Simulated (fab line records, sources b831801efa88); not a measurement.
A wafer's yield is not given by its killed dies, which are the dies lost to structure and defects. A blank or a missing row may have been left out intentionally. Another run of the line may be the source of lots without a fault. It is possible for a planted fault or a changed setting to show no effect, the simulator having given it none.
Chamber matching || flow sky130 || 4 sister chambers for SKY_PAD_OPEN_ETCH_07 on rie_diel-01
The step etches the open film in CF4/O2, stops on AlCu, target depth 725 nm, time 161.1 s. 14 wafers are shown with their chamber, then 7 later ones without.

WAFERS WITH THEIR CHAMBER
{"wafer": "L558.1", "chamber": 0, "drypump_motor_current_A (A)": 5.4, "oes_product_au (a.u.)": 0.962, "throttle_valve_pct (%)": 5.974}
{"wafer": "L558.2", "chamber": 3, "drypump_motor_current_A (A)": 6.3, "oes_product_au (a.u.)": 0.973, "throttle_valve_pct (%)": 5.952}
{"wafer": "L558.4", "chamber": 1, "drypump_motor_current_A (A)": 6.5, "oes_product_au (a.u.)": 0.974, "throttle_valve_pct (%)": 5.970}
{"wafer": "L561.1", "chamber": 1, "drypump_motor_current_A (A)": 6.6, "oes_product_au (a.u.)": 0.979, "throttle_valve_pct (%)": 5.952}
{"wafer": "L561.4", "chamber": 3, "drypump_motor_current_A (A)": 6.3, "oes_product_au (a.u.)": 0.989, "throttle_valve_pct (%)": 5.951}
{"wafer": "L561.5", "chamber": 0, "drypump_motor_current_A (A)": 5.4, "oes_product_au (a.u.)": 0.982, "throttle_valve_pct (%)": 5.977}
{"wafer": "L566.2", "chamber": 0, "drypump_motor_current_A (A)": 5.4, "oes_product_au (a.u.)": 0.976, "throttle_valve_pct (%)": 5.957}
{"wafer": "L566.4", "chamber": 3, "drypump_motor_current_A (A)": 6.3, "oes_product_au (a.u.)": 0.994, "throttle_valve_pct (%)": 5.978}
{"wafer": "L566.6", "chamber": 3, "drypump_motor_current_A (A)": 6.3, "oes_product_au (a.u.)": 0.992, "throttle_valve_pct (%)": 5.976}
{"wafer": "L570.3", "chamber": 1, "drypump_motor_current_A (A)": 6.5, "oes_product_au (a.u.)": 0.981, "throttle_valve_pct (%)": 5.961}
{"wafer": "L570.4", "chamber": 0, "drypump_motor_current_A (A)": 5.4, "oes_product_au (a.u.)": 0.979, "throttle_valve_pct (%)": 5.959}
{"wafer": "L571.3", "chamber": 1, "drypump_motor_current_A (A)": 6.5, "oes_product_au (a.u.)": 0.973, "throttle_valve_pct (%)": 5.973}
{"wafer": "L575.1", "chamber": 2, "drypump_motor_current_A (A)": 5.6, "oes_product_au (a.u.)": 0.973, "throttle_valve_pct (%)": 5.948}
{"wafer": "L575.2", "chamber": 1, "drypump_motor_current_A (A)": 6.5, "oes_product_au (a.u.)": 0.968, "throttle_valve_pct (%)": 5.947}

SIGNATURES (means of the wafers above)
{"reading": "drypump_motor_current_A", "chamber 0": 5.400, "chamber 1": 6.520, "chamber 2": 5.600, "chamber 3": 6.300, "scatter within a chamber": 0.0283}
{"reading": "oes_product_au", "chamber 0": 0.97475, "chamber 1": 0.97500, "chamber 2": 0.97300, "chamber 3": 0.98700, "scatter within a chamber": 0.00784}
{"reading": "throttle_valve_pct", "chamber 0": 5.96675, "chamber 1": 5.96060, "chamber 2": 5.94800, "chamber 3": 5.96425, "scatter within a chamber": 0.0121}
Rule: distance of a wafer from a chamber = root of the sum over the readings of ((wafer's reading minus chamber's mean) / reading's scatter) squared. The wafer belongs to the nearest chamber; if the next one is less than 2 further off, it can't be placed. How the scatter is found: for the shown wafers, subtract from each reading the mean of its chamber, square and add these, divide the total by (wafers less chambers), then take the root.

WAFERS MISSING THEIR CHAMBER
{"wafer": "L575.4", "drypump_motor_current_A (A)": 5.4, "oes_product_au (a.u.)": 0.976, "throttle_valve_pct (%)": 5.962}
{"wafer": "L579.1", "drypump_motor_current_A (A)": 5.4, "oes_product_au (a.u.)": 0.970, "throttle_valve_pct (%)": 5.970}
{"wafer": "L579.3", "drypump_motor_current_A (A)": 6.5, "oes_product_au (a.u.)": 0.976, "throttle_valve_pct (%)": 5.958}
{"wafer": "L579.4", "drypump_motor_current_A (A)": 6.3, "oes_product_au (a.u.)": 0.977, "throttle_valve_pct (%)": 5.969}
{"wafer": "L581.1", "drypump_motor_current_A (A)": 5.4, "oes_product_au (a.u.)": 0.970, "throttle_valve_pct (%)": 5.952}
{"wafer": "L581.3", "drypump_motor_current_A (A)": 6.3, "oes_product_au (a.u.)": 0.973, "throttle_valve_pct (%)": 5.971}
{"wafer": "L581.4", "drypump_motor_current_A (A)": 5.6, "oes_product_au (a.u.)": 0.982, "throttle_valve_pct (%)": 5.970}

THE CHAMBER EACH PASSED THROUGH
{"wafer": "L575.4", "from the rows above": 0, "in truth": 0}
{"wafer": "L579.1", "from the rows above": 0, "in truth": 0}
{"wafer": "L579.3", "from the rows above": 1, "in truth": 1}
{"wafer": "L579.4", "from the rows above": 3, "in truth": 3}
{"wafer": "L581.1", "from the rows above": 0, "in truth": 0}
{"wafer": "L581.3", "from the rows above": 3, "in truth": 3}
{"wafer": "L581.4", "from the rows above": 2, "in truth": 2}
Correct placement for 7 of the 7. Can't be placed from these rows: 0. Placed wrongly: 0.
